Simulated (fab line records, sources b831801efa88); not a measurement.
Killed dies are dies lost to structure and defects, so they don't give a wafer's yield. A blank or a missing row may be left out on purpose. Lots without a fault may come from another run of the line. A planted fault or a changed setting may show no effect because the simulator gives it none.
fab line records | flow sky130
record lots=6 wafers=18 last_day=50
route steps=708 shown LOCAL_INTERCONNECT@394 CONTACT@406 PAD_OPEN@708
lots that met no fault: from a run of the same line without faults
start_h: hours from the record's first day to the start of the lot's first wafer shown | wait_h: hours since the lot's step before | " the same as in the row above | L1.1+2: a row that stands for several wafers | - no value, or no start given | * or withheld: withheld | < > ~ a bound
route shown NAME@n: a module of which the file shows steps, and the number in the route of the first | usual: mean/standard deviation of fault-free wafers | same: alike in all rows | chamber/n: place in a boat | sites: the reading at each site | _std_site: their standard deviation | _edge_site: outer sites' mean less inner sites' | radius_mm: how far each site lies from the wafer's centre | mask NAME#n: copy n | behind: the tool/chamber that last shaped the wafer | hold: why the lot was held/for how many hours/how that ended | device: the transistor (n, p or np) that didn't switch | end of line: the same wafers' tests at the end of the route | a step without rows: its recipe alone | killed: dies lost to structure and defects at the first sort, not the wafer's yield | map: a wafer's dies, x killed, . not, _ none there
set.NAME: the setting as run; set.NAME@STEP: as run at that earlier step | model.NAME: the simulator's own value behind a step, which no gauge read
lots at some steps of the route; a table a step, a row a wafer
services: from which hour (start_h, from the record's first day; less than 0 if before it) a tool's chamber was out of use, for how many hours, and why
## steps
# step SKY_LOCAL_INTERCONNECT_SOFTBAKE_07
# recipe temp_c=100 time_s=90 resist=KrF-thick
# step SKY_LOCAL_INTERCONNECT_EXPOSE_08
# recipe mask_id=LI1M na=0.8 source_shape=annular sigma_inner=0.55 sigma_outer=0.85 target_cd_nm=170 dose_mj=28
# step SKY_LOCAL_INTERCONNECT_PEB_09
# recipe peb_temp_c=withheld peb_time_s=withheld resist=KrF-thick
# step SKY_LOCAL_INTERCONNECT_DEVELOP_10
# recipe develop_time_s=57.24 resist=KrF-thick dev_temp_c=21
# step SKY_LOCAL_INTERCONNECT_CD_MEAS_11
# recipe target_cd_nm=170
# usual cd_nm=169.7/1.3
# columns lot.wafer tool chamber start_h wait_h cd_nm
L576.2 cd_sem-02 - 719.36 - 170.7
L576.5 " - " " 169.9
L576.6 " - " " 170.2
L587.2 cd_sem-02 - 804.14 - 168.5
L587.3 " - " " 168.0
L587.4 " - " " 168.0
L588.1 cd_sem-01 - 814.05 - 168.4
L588.4 " - " " 169.1
L588.6 " - " " 170.2
L596.1 cd_sem-02 - 871.46 - 169.3
L596.2 " - " " 169.2
L596.6 " - " " 167.9
L595.1 cd_sem-02 - 874.07 - 169.2
L595.4 " - " " 168.7
L595.6 " - " " 169.1
L598.1 cd_sem-01 - 898.14 - 168.3
L598.2 " - " " 167.3
L598.3 " - " " 168.6
# step SKY_LOCAL_INTERCONNECT_OVL_MEAS_12
# usual LOCAL_INTERCONNECT_OVL=-1/4.8
# columns lot.wafer tool chamber start_h wait_h LOCAL_INTERCONNECT_OVL[nm]
L576.2 overlay-02 - 719.46 0.1 1
L576.5 " - " " 1
L576.6 " - " " 2
L587.2 overlay-01 - 804.24 0.1 9
L587.3 " - " " -6
L587.4 " - " " 8
L588.1 overlay-01 - 814.17 0.1 3
L588.4 " - " " 0
L588.6 " - " " -5
L596.1 overlay-01 - 871.58 0.1 -4
L596.2 " - " " -8
L596.6 " - " " -5
L595.1 overlay-01 - 874.19 0.1 -9
L595.4 " - " " 1
L595.6 " - " " -3
L598.1 overlay-01 - 898.26 0.1 -10
L598.2 " - " " -11
L598.3 " - " " -7
# step SKY_LOCAL_INTERCONNECT_ETCH_13
# recipe chemistry=N2/H2 target=BARC ion_energy_ev=200 bias_w=100 pressure_mtorr=30 n2_flow_sccm=100 h2_flow_sccm=200 icp_w=500 stop_on=SiO2 time_s=45.9 target_depth_a=600
# step SKY_LOCAL_INTERCONNECT_METAL_ETCH_14
# recipe target_depth_nm=110 stop_on=PSG chemistry=Cl2/BCl3 target=TiN resist_sidewall_deg=88 pressure_mtorr=10 icp_w=900 bias_w=48.5 Cl2_flow_sccm=60 bcl3_flow_sccm=30 time_s=31.4
# usual drypump_motor_current_A=5.7/0.34 oes_product_au=0.943/0.0064 throttle_valve_pct=21.900/0.0099
# columns lot.wafer tool chamber start_h wait_h drypump_motor_current_A oes_product_au rf_hours_counter_h throttle_valve_pct
L576.2 rie_metal-02 0 719.56 0.0 5.9 0.944 0 21.909
L576.5 " 0 " " 6.0 0.947 - 21.898
L576.6 " 1 " " 5.4 0.943 - 21.897
L587.2 rie_metal-04 0 804.34 0.0 5.9 0.940 15 21.891
L587.3 " 1 " " 5.2 0.939 - 21.907
L587.4 " 0 " " 5.9 0.945 - 21.899
L588.1 rie_metal-03 1 814.27 0.0 5.6 0.938 6 21.918
L588.4 " 0 " " 6.1 0.943 - 21.902
L588.6 " 1 " " 5.6 0.932 - 21.903
L596.1 rie_metal-02 0 871.68 0.0 5.9 0.944 6 21.900
L596.2 " 1 " " 5.4 0.938 16 21.889
L596.6 " 0 " " 5.9 0.935 - 21.888
L595.1 rie_metal-02 0 874.29 0.0 6.0 0.943 6 21.919
L595.4 " 0 " " 6.0 0.940 - 21.904
L595.6 " 0 " " 6.0 0.942 - 21.909
L598.1 rie_metal-04 0 898.35 0.0 6.0 0.950 1 21.891
L598.2 " 1 " " 5.2 0.943 14 21.894
L598.3 " 1 " " 5.2 0.940 - 21.887
# step SKY_LOCAL_INTERCONNECT_STRIP_15
# recipe chemistry=O2/N2 power_w=1400 pressure_mtorr=1500 platen_temp_c=withheld o2_flow_sccm=3000 n2_flow_sccm=300 overash_fraction=0.5
# step SKY_LOCAL_INTERCONNECT_STRIP_16
# recipe chemistry=post_etch_residue_remover time_s=1200 temp_c=72.5
# step SKY_LOCAL_INTERCONNECT_CLEAN_17
# recipe chemistry=IPA time_s=180 temp_c=25
# step SKY_LOCAL_INTERCONNECT_CLEAN_18
# recipe chemistry=O3/DIW dry=n2_spin
# step SKY_CONTACT_CVD_00
# recipe material=Si3N4 target_thk_nm=75 temp_c=400 time_s=withheld rf_w=450
# usual heater_power_outer_w=417/69 heater_power_w=696/94
# columns lot.wafer tool chamber start_h wait_h heater_power_outer_w heater_power_w
L576.2 pecvd-01 0 720.20 0.0 439 686
L576.5 " 0 " " 429 678
L576.6 " 2 " " 304 518
L587.2 pecvd-01 2 804.98 0.0 - -
L587.3 " 1 " " - -
L587.4 " 0 " " - -
L588.1 pecvd-04 1 814.92 0.0 - -
L588.4 " 2 " " - -
L588.6 " 1 " " - -
L596.1 pecvd-02 0 872.48 0.0 305 595
L596.2 " 1 " " 390 714
L596.6 " 2 " " 334 591
L595.1 pecvd-04 1 874.98 0.0 406 673
L595.4 " 1 " " 405 679
L595.6 " 2 " " 410 600
L598.1 pecvd-02 2 899.04 0.0 364 617
L598.2 " 0 " " 361 684
L598.3 " 1 " " 489 835
# step SKY_CONTACT_HDPCVD_02
# recipe material=SiO2 target_thk_nm=565 sigma_open_frac=0.3 time_s=94.2 temp_c=600 sih4_flow_sccm=60 pressure_mtorr=6
# step SKY_CONTACT_THK_MEAS_03
# recipe reads=SiO2_of_CONTACT_HDPCVD_02
# usual CONTACT_HDPCVD_THK=565/5.7
# columns lot.wafer tool chamber start_h wait_h CONTACT_HDPCVD_THK[nm]
L576.2 film_metro-02 - 720.37 0.0 570
L576.5 " - " " 574
L576.6 " - " " 571
L587.2 film_metro-02 - 805.16 0.0 582
L587.3 " - " " 571
L587.4 " - " " 575
L588.1 film_metro-04 - 815.10 0.0 578
L588.4 " - " " 565
L588.6 " - " " 571
L596.1 film_metro-01 - 872.64 0.0 558
L596.2 " - " " 558
L596.6 " - " " 558
L595.1 film_metro-02 - 875.14 0.0 559
L595.4 " - " " 565
L595.6 " - " " 556
L598.1 film_metro-04 - 899.20 0.0 559
L598.2 " - " " 558
L598.3 " - " " 564
# step SKY_CONTACT_CMP_04
# recipe material=SiO2 down_force_psi=4 platen_rpm=60 pad_velocity_m_s=0.94248
# usual motor_current_A=11.5/0.94 platen_rpm=60.00/0.045 slurry_filter_dp_kPa=13.51/0.14
# columns lot.wafer tool chamber start_h wait_h motor_current_A platen_rpm slurry_filter_dp_kPa
L576.2 cmp-02 0 720.42 0.0 10.9 60.00 13.48
L576.5 " 0 " " 11.4 60.02 13.25
L576.6 " 1 " " 10.7 60.01 13.34
L587.4 cmp-02 1 805.21 0.0 10.6 60.01 13.58
L587.3 " 3 " " 11.4 59.95 13.22
L587.2 " 0 " " 11.3 60.03 13.35
L588.4 cmp-02 1 815.35 0.2 10.7 59.99 13.32
L588.1 " 3 " " 11.2 60.03 13.14
L588.6 " 1 " " 10.7 59.93 13.43
L596.1 cmp-01 2 872.70 0.1 10.6 60.04 13.52
L596.2 " 0 " " 12.1 59.95 13.38
L596.6 " 3 " " 12.4 60.02 13.73
L595.1 cmp-01 1 875.20 0.1 13.0 60.03 13.53
L595.4 " 2 " " 11.3 60.05 13.65
L595.6 " 1 " " 12.0 60.01 13.27
L598.3 cmp-02 1 899.43 0.2 10.9 59.98 13.38
L598.2 " 3 " " 10.4 60.00 13.53
L598.1 " 0 " " 12.4 59.99 13.59
# step SKY_CONTACT_BOW_MEAS_05
# recipe mode=bow
# usual CONTACT_BOW=81/7
# columns lot.wafer tool chamber start_h wait_h CONTACT_BOW[um]
L576.2 film_metro-04 - 720.74 0.3 67
L576.5 " - " " 79
L576.6 " - " " 83
L587.2 film_metro-04 - 805.53 0.1 82
L587.3 " - " " 92
L587.4 " - " " 92
L588.1 film_metro-04 - 815.60 0.1 80
L588.4 " - " " 76
L588.6 " - " " 77
L596.1 film_metro-04 - 873.00 0.2 92
L596.2 " - " " 84
L596.6 " - " " 76
L595.1 film_metro-04 - 875.50 0.2 78
L595.4 " - " " 72
L595.6 " - " " 76
L598.1 film_metro-01 - 899.73 0.1 97
L598.2 " - " " 88
L598.3 " - " " 94
# step SKY_CONTACT_DEHYDRATE_06
# recipe temp_c=201 time_s=60
# step SKY_CONTACT_HMDS_07
# recipe prime_time_s=60 prime_temp_c=120
# step SKY_CONTACT_COAT_08
# recipe resist=BARC temp_c=withheld time_s=withheld spin_rpm=3000 resist_thk_nm=60
# step SKY_CONTACT_COAT_09
# recipe resist=KrF-thick spin_rpm=3000 resist_thk_nm=450
# step SKY_CONTACT_SOFTBAKE_10
# recipe temp_c=100 time_s=90 resist=KrF-thick
# step SKY_CONTACT_EXPOSE_11
# recipe mask_id=CTM1 na=0.8 source_shape=annular sigma_inner=0.55 sigma_outer=0.85 target_cd_nm=170 dose_mj=38
# step SKY_CONTACT_PEB_12
# recipe peb_temp_c=withheld peb_time_s=withheld resist=KrF-thick
# step SKY_CONTACT_DEVELOP_13
# recipe develop_time_s=60 resist=KrF-thick dev_temp_c=21
# step SKY_CONTACT_CD_MEAS_14
# recipe target_cd_nm=170
# usual cd_nm=170.1/1.7
# columns lot.wafer tool chamber start_h wait_h cd_nm
L576.2 cd_sem-02 - 747.95 - 170.9
L576.5 " - " " 171.0
L576.6 " - " " 171.4
L587.2 cd_sem-02 - 831.16 - 171.2
L587.3 " - " " 170.1
L587.4 " - " " 171.2
L588.1 cd_sem-01 - 842.34 - 171.7
L588.4 " - " " 171.7
L588.6 " - " " 171.0
L596.1 cd_sem-02 - 898.64 - 170.1
L596.2 " - " " 171.1
L596.6 " - " " 171.9
L595.1 cd_sem-02 - 901.02 - 166.8
L595.4 " - " " 166.7
L595.6 " - " " 166.1
L598.1 cd_sem-01 - 924.77 - 170.0
L598.2 " - " " 171.8
L598.3 " - " " 171.3
# step SKY_CONTACT_OVL_MEAS_15
# usual CONTACT_OVL=0/4.5
# columns lot.wafer tool chamber start_h wait_h CONTACT_OVL[nm]
L576.2 overlay-01 - 748.06 0.1 -5
L576.5 " - " " 1
L576.6 " - " " 0
L587.2 overlay-02 - 831.26 0.1 -1
L587.3 " - " " -4
L587.4 " - " " 1
L588.1 overlay-02 - 842.46 0.1 1
L588.4 " - " " -7
L588.6 " - " " -5
L596.1 overlay-02 - 898.76 0.1 10
L596.2 " - " " 2
L596.6 " - " " -2
L595.1 overlay-01 - 901.14 0.1 2
L595.4 " - " " -4
L595.6 " - " " -13
L598.1 overlay-02 - 924.89 0.1 -4
L598.2 " - " " -2
L598.3 " - " " 0
# step SKY_CONTACT_ETCH_16
# recipe chemistry=N2/H2 target=BARC ion_energy_ev=200 source_w=500 bias_w=100 pressure_mtorr=30 n2_flow_sccm=100 h2_flow_sccm=200 stop_on=SiO2 time_s=45.9 target_depth_a=600
# usual drypump_motor_current_A=5.9/0.4 oes_product_au=0.855/0.0047 throttle_valve_pct=13.224/0.0096
# columns lot.wafer tool chamber start_h wait_h drypump_motor_current_A oes_product_au rf_hours_counter_h throttle_valve_pct
L576.2 rie_diel-02 3 748.09 0.0 6.1 0.858 18 13.222
L576.5 " 0 " " 6.0 0.859 - 13.227
L576.6 " 3 " " 6.1 0.856 - 13.199
L587.2 rie_diel-03 1 831.29 0.0 5.8 0.851 8 13.241
L587.3 " 2 " " 6.6 0.861 4 13.225
L587.4 " 0 " " 5.7 0.862 - 13.217
L588.1 rie_diel-02 0 842.49 0.0 6.0 0.856 24 13.223
L588.4 " 1 " " 5.8 0.853 13 13.237
L588.6 " 3 " " 6.2 0.857 - 13.227
L596.1 rie_diel-03 2 898.79 0.0 6.5 0.855 6 13.222
L596.2 " 1 " " 5.8 0.853 10 13.211
L596.6 " 0 " " 5.7 0.846 - 13.235
L595.1 rie_diel-02 0 901.17 0.0 6.0 0.854 26 13.228
L595.4 " 1 " " 5.7 0.849 15 13.205
L595.6 " 3 " " 6.2 0.853 - 13.220
L598.1 rie_diel-02 2 924.92 0.0 5.7 0.858 26 13.219
L598.2 " 0 " " 6.0 0.871 27 13.233
L598.3 " 3 " " 6.2 0.854 24 13.209
# step SKY_CONTACT_ETCH_17
# recipe target=SiO2 chemistry=C4F8/O2/Ar stop_on=Si3N4 mask_material=KrF-thick source_w=1500 bias_w=1200 pressure_mtorr=40 c4f8_flow_sccm=withheld O2_flow_sccm=6 Ar_flow_sccm=300 time_s=withheld target_depth_a=3400
# usual oes_product_au=0.891/0.0047
# columns lot.wafer tool chamber start_h wait_h oes_product_au
L576.2 rie_diel-02 3 748.13 0.0 0.886
L576.5 " 0 " " 0.893
L576.6 " 3 " " 0.889
L587.2 rie_diel-03 1 831.34 0.0 0.889
L587.3 " 2 " " 0.890
L587.4 " 0 " " 0.885
L588.1 rie_diel-02 0 842.54 0.0 0.890
L588.4 " 1 " " 0.894
L588.6 " 3 " " 0.892
L596.1 rie_diel-03 2 898.84 0.0 0.884
L596.2 " 1 " " 0.896
L596.6 " 0 " " 0.892
L595.1 rie_diel-02 0 901.22 0.0 0.898
L595.4 " 1 " " 0.887
L595.6 " 3 " " 0.887
L598.1 rie_diel-02 2 924.97 0.0 0.885
L598.2 " 0 " " 0.884
L598.3 " 3 " " 0.890
# step SKY_CONTACT_ETCH_18
# recipe target=Si3N4 chemistry=CHF3/O2 stop_on=TiN source_w=600 bias_w=200 pressure_mtorr=40 chf3_flow_sccm=50 O2_flow_sccm=5 time_s=39 target_depth_a=750
# usual drypump_motor_current_A=5.8/0.4 oes_product_au=0.855/0.0072 throttle_valve_pct=8.794/0.0097
# columns lot.wafer tool chamber start_h wait_h drypump_motor_current_A oes_product_au rf_hours_counter_h throttle_valve_pct model.etch.depth_nm
L576.2 rie_diel-02 3 - - 6.2 0.863 18 8.812 75.65
L576.5 " 0 " " 6.0 0.862 - 8.803 76.35
L576.6 " 3 " " 6.1 0.856 - 8.806 75.68
L587.2 rie_diel-03 1 - - 5.8 0.372 8 8.664 0
L587.3 " 2 " " 6.5 0.370 4 8.672 0
L587.4 " 0 " " 5.7 0.373 - 8.677 0
L588.1 rie_diel-02 0 - - 6.0 0.378 24 8.678 0
L588.4 " 1 " " 5.7 0.373 13 8.679 0
L588.6 " 3 " " 6.1 0.382 - 8.692 0
L596.1 rie_diel-03 2 - - 6.5 0.850 6 8.799 75.1
L596.2 " 1 " " 5.8 0.846 10 8.796 74.43
L596.6 " 0 " " 5.7 0.858 - 8.790 75.61
L595.1 rie_diel-02 0 - - 6.0 0.852 26 8.783 74.64
L595.4 " 1 " " 5.8 0.859 15 8.803 76.01
L595.6 " 3 " " 6.1 0.865 - 8.807 76.23
L598.1 rie_diel-02 2 - - 5.7 0.866 26 8.806 75
L598.2 " 0 " " 6.0 0.853 27 8.788 75.68
L598.3 " 3 " " 6.2 0.848 24 8.797 74.55
# step SKY_CONTACT_STRIP_19
# recipe chemistry=O2/N2 power_w=1400 pressure_mtorr=1500 platen_temp_c=withheld o2_flow_sccm=3000 n2_flow_sccm=300 overash_fraction=0.5
# usual drypump_motor_current_A=5.9/0.43 oes_product_au=0.381/0.0046 strip_time_to_endpoint_s=3.629/0.024
# columns lot.wafer tool chamber start_h wait_h drypump_motor_current_A oes_product_au rf_hours_counter_h strip_time_to_endpoint_s
L576.2 plasma_asher-01 1 748.22 - 6.6 0.377 0 3.647
L576.5 " 0 " " 5.7 0.378 - 3.641
L576.6 " 1 " " 6.6 0.375 - 3.666
L587.2 plasma_asher-02 1 831.43 - 5.6 0.377 68 3.601
L587.3 " 1 " " 5.6 0.380 - 3.606
L587.4 " 0 " " 5.3 0.384 - 3.616
L588.1 plasma_asher-02 1 842.63 - 5.6 0.370 68 3.593
L588.4 " 0 " " 5.3 0.380 - 3.597
L588.6 " 1 " " 5.6 0.379 - 3.615
L596.1 plasma_asher-01 1 898.93 - 6.6 0.380 16 3.634
L596.2 " 0 " " 5.7 0.382 16 3.598
L596.6 " 0 " " 5.8 0.381 - 3.627
L595.1 plasma_asher-01 0 901.31 - 5.7 0.377 16 3.614
L595.4 " 0 " " 5.7 0.378 - 3.636
L595.6 " 1 " " 6.6 0.389 - 3.667
L598.1 plasma_asher-01 0 925.06 - 5.8 0.376 18 3.654
L598.2 " 1 " " 6.6 0.378 18 3.662
L598.3 " 1 " " 6.6 0.383 - 3.693
# step SKY_PAD_OPEN_PROBE_99
# usual killed_at_M0_to_M3=43/6.9 killed_at_M4_up=3.1/1.9 killed_at_contacts=24/5.4 killed_at_front_end=14/4.3 killed_at_other=0.3/0.53 killed_dies=84/9.5 killed_open=46/6.8 killed_short=38/6
# same gross_dies=492 killed_at_back_side=0
# columns lot.wafer tool chamber start_h wait_h killed_at_M0_to_M3 killed_at_M4_up killed_at_contacts killed_at_front_end killed_at_other killed_dies killed_open killed_short model.etest.met1_comb.over_limit
L576.2 prober-01 - 1081.95 0.1 65 3 34 11 0 113 62 48 0
L576.5 prober-01 - 1082.10 0.2 52 5 18 20 0 95 56 39 0
L576.6 prober-01 - 1082.15 0.2 47 4 28 20 0 99 53 46 0
L587.2 prober-02 - 1143.81 0.1 44 11 22 11 0 88 46 41 1
L587.3 prober-02 - 1143.86 0.2 45 2 23 15 0 85 51 32 1
L587.4 prober-02 - 1143.91 0.2 44 2 18 18 0 82 45 36 1
L588.1 prober-01 - 1157.14 0.1 41 3 26 11 0 81 52 29 1
L588.4 prober-01 - 1157.29 0.2 39 5 22 16 0 82 43 39 1
L588.6 prober-01 - 1157.39 0.2 39 4 19 11 1 74 38 36 1
L596.1 prober-02 - 1195.74 0.1 43 5 14 15 0 77 44 33 0
L596.2 prober-02 - 1195.79 0.1 49 6 13 15 0 83 35 48 0
L596.6 prober-02 - 1195.99 0.2 40 4 20 10 0 74 35 39 0
L595.1 prober-01 - 1197.91 0.1 44 2 30 10 1 87 51 36 0
L595.4 prober-01 - 1198.06 0.2 45 7 29 4 1 86 55 30 0
L595.6 prober-01 - 1198.16 0.2 41 2 15 10 2 70 34 34 0
L598.1 prober-02 - 1211.25 0.1 44 3 19 12 1 79 41 37 0
L598.2 prober-02 - 1211.30 0.1 53 5 15 13 0 86 46 40 0
L598.3 prober-02 - 1211.35 0.2 40 2 26 9 0 77 45 32 0
# killed by level:class
L576.2 VIA1:geometric_particle:open=21 CONTACT:geometric_particle:open=14 VIA1:geometric_particle:short=11 LI_CONTACT:geometric_particle:open=9 METAL1:geometric_particle:short=8 VIA2:geometric_particle:open=6 METAL2:geometric_particle:short=5 POLY_GATE:geometric_particle:open=4
L576.5 VIA1:geometric_particle:open=14 VIA3:geometric_particle:open=10 CONTACT:geometric_particle:open=8 VIA1:geometric_particle:short=6 POLY_GATE:geometric_particle:short=6 POLY_GATE:geometric_particle:open=5 FIELD_ISO:geometric_particle:open=4 METAL3:geometric_particle:short=4
L576.6 VIA1:geometric_particle:open=13 CONTACT:geometric_particle:open=11 POLY_GATE:geometric_particle:open=8 METAL1:geometric_particle:short=7 METAL2:geometric_particle:short=7 LI_CONTACT:geometric_particle:open=6 LOCAL_INTERCONNECT:geometric_particle:short=5 CONTACT:geometric_particle:short=5
L587.2 VIA1:geometric_particle:open=13 METAL4:geometric_particle:short=8 CONTACT:geometric_particle:open=7 METAL2:geometric_particle:short=7 VIA2:geometric_particle:open=6 LI_CONTACT:geometric_particle:open=5 VIA3:geometric_particle:open=4 METAL3:geometric_particle:short=4
L587.3 VIA1:geometric_particle:open=14 CONTACT:geometric_particle:open=13 VIA1:geometric_particle:short=7 VIA3:geometric_particle:open=6 METAL2:geometric_particle:short=6 VIA2:geometric_particle:open=5 CONTACT:geometric_particle:short=5 POLY_GATE:geometric_particle:open=4
L587.4 VIA1:geometric_particle:open=14 CONTACT:geometric_particle:open=9 FIELD_ISO:geometric_particle:short=5 VIA1:geometric_particle:short=5 METAL2:geometric_particle:short=5 VIA3:geometric_particle:open=5 FIELD_ISO:geometric_particle:open=4 LI_CONTACT:geometric_particle:open=4
L588.1 VIA2:geometric_particle:open=10 VIA1:geometric_particle:open=9 CONTACT:geometric_particle:open=9 LI_CONTACT:geometric_particle:open=8 LOCAL_INTERCONNECT:geometric_particle:short=4 VIA3:geometric_particle:open=4 FIELD_ISO:geometric_particle:short=3 CONTACT:geometric_particle:short=3
L588.4 LI_CONTACT:geometric_particle:open=9 METAL2:geometric_particle:short=9 VIA1:geometric_particle:open=7 POLY_GATE:geometric_particle:open=5 METAL1:geometric_particle:short=5 FIELD_ISO:geometric_particle:open=4 CONTACT:geometric_particle:open=4 VIA2:geometric_particle:open=4
L588.6 VIA1:geometric_particle:open=9 CONTACT:geometric_particle:open=7 FIELD_ISO:geometric_particle:short=5 VIA2:geometric_particle:open=5 LI_CONTACT:geometric_particle:open=5 CONTACT:geometric_particle:short=5 METAL2:geometric_particle:short=5 VIA3:geometric_particle:open=5
L596.1 VIA1:geometric_particle:open=11 VIA3:geometric_particle:open=8 FIELD_ISO:geometric_particle:short=7 CONTACT:geometric_particle:open=7 VIA1:geometric_particle:short=5 METAL1:geometric_particle:short=5 METAL4:geometric_particle:short=5 POLY_GATE:geometric_particle:open=4
L596.2 VIA3:geometric_particle:open=10 METAL2:geometric_particle:short=8 METAL1:geometric_particle:short=7 VIA1:geometric_particle:open=7 CONTACT:geometric_particle:short=5 FIELD_ISO:geometric_particle:short=4 VIA1:geometric_particle:short=4 VIA2:geometric_particle:short=4
L596.6 VIA1:geometric_particle:open=9 CONTACT:geometric_particle:open=8 VIA1:geometric_particle:short=8 VIA2:geometric_particle:open=5 VIA3:geometric_particle:open=4 CONTACT:geometric_particle:short=4 METAL1:geometric_particle:short=4 METAL2:geometric_particle:short=4
L595.1 VIA1:geometric_particle:open=17 CONTACT:geometric_particle:open=11 LI_CONTACT:geometric_particle:open=10 LI_CONTACT:geometric_particle:short=4 VIA1:geometric_particle:short=4 METAL2:geometric_particle:short=4 VIA2:geometric_particle:open=4 FIELD_ISO:geometric_particle:short=3
L595.4 CONTACT:geometric_particle:open=11 LI_CONTACT:geometric_particle:open=9 VIA1:geometric_particle:open=9 VIA2:geometric_particle:open=8 VIA3:geometric_particle:open=6 CONTACT:geometric_particle:short=5 VIA1:geometric_particle:short=5 METAL4:geometric_particle:open=5
L595.6 VIA1:geometric_particle:open=11 METAL2:geometric_particle:short=11 CONTACT:geometric_particle:open=5 LOCAL_INTERCONNECT:geometric_particle:short=4 VIA3:geometric_particle:open=4 METAL1:geometric_particle:short=4 VIA2:geometric_particle:open=4 FIELD_ISO:geometric_particle:short=3
L598.1 VIA1:geometric_particle:open=11 VIA3:geometric_particle:open=9 CONTACT:geometric_particle:open=6 VIA2:geometric_particle:open=6 CONTACT:geometric_particle:short=5 FIELD_ISO:geometric_particle:short=4 POLY_GATE:geometric_particle:short=4 VIA3:geometric_particle:short=4
L598.2 VIA3:geometric_particle:open=13 VIA2:geometric_particle:open=9 VIA1:geometric_particle:open=8 METAL1:geometric_particle:short=6 METAL2:geometric_particle:short=5 CONTACT:geometric_particle:open=5 VIA3:geometric_particle:short=5 METAL4:geometric_particle:short=5
L598.3 LI_CONTACT:geometric_particle:open=9 VIA2:geometric_particle:open=8 VIA1:geometric_particle:open=8 CONTACT:geometric_particle:open=6 METAL2:geometric_particle:short=6 VIA3:geometric_particle:open=5 CONTACT:geometric_particle:short=5 METAL1:geometric_particle:short=4
## services
# columns tool chamber start_h hours kind
rie_diel-02 2 696.46 4.6 repair
rie_diel-02 1 700.66 4.5 repair
rie_metal-04 0 702.28 14.1 repair
rie_diel-02 - 702.75 14.8 repair
pecvd-02 - 704.17 2.8 pm
cmp-02 - 716.57 3.1 repair
rie_metal-02 1 723.97 8.5 repair
cmp-01 - 725.97 4.4 pm
plasma_asher-01 - 733.75 9.0 pm
cmp-02 - 744.00 4.0 pm
rie_diel-03 2 745.08 2.1 repair
cmp-02 - 746.97 0.7 repair
rie_diel-03 0 761.49 1.3 repair
pecvd-04 1 767.41 19.5 repair
rie_metal-04 0 782.60 16.1 repair
rie_diel-03 3 785.29 132.0 repair
rie_diel-03 2 799.00 4.1 repair
rie_metal-02 - 805.05 1.4 pm
rie_diel-02 1 810.51 3.6 repair
cmp-02 - 820.18 0.4 repair
rie_diel-02 0 869.63 6.4 repair
cmp-02 - 893.31 0.8 repair
cmp-02 - 911.78 5.5 pm
plasma_asher-01 - 912.98 1.5 repair
## key
first_sign step=SKY_CONTACT_CVD_00 reading=tool_record direction=missing
effect step=SKY_CONTACT_ETCH_18 reading=oes_product_au direction=down sigmas=67 usual=0.855 struck=0.375
model_effect step=SKY_CONTACT_ETCH_18 value=etch.depth_nm without=75 struck=0
model_effect step=SKY_PAD_OPEN_PROBE_99 value=etest.met1_comb.over_limit without=0 struck=1
met_at SKY_CONTACT_CVD_00
struck_wafers L587.2,L587.3,L587.4,L588.1,L588.4,L588.6
tester_left_out L587,L588
onset_between 720.20 804.98
fault kind=skipped_step_whole tool=pecvd-01,pecvd-04 chamber=- onset_h=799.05 steps=SKY_CONTACT_CVD_00 scope=struck_lots_only
# tester_left_out: of these lots the tester's yield and bins aren't shown, on N5 and GAA mostly nor the transistor test; their killed dies are dies lost to structure and defects alone, not to doping, threshold or leakage, so they don't give the yield
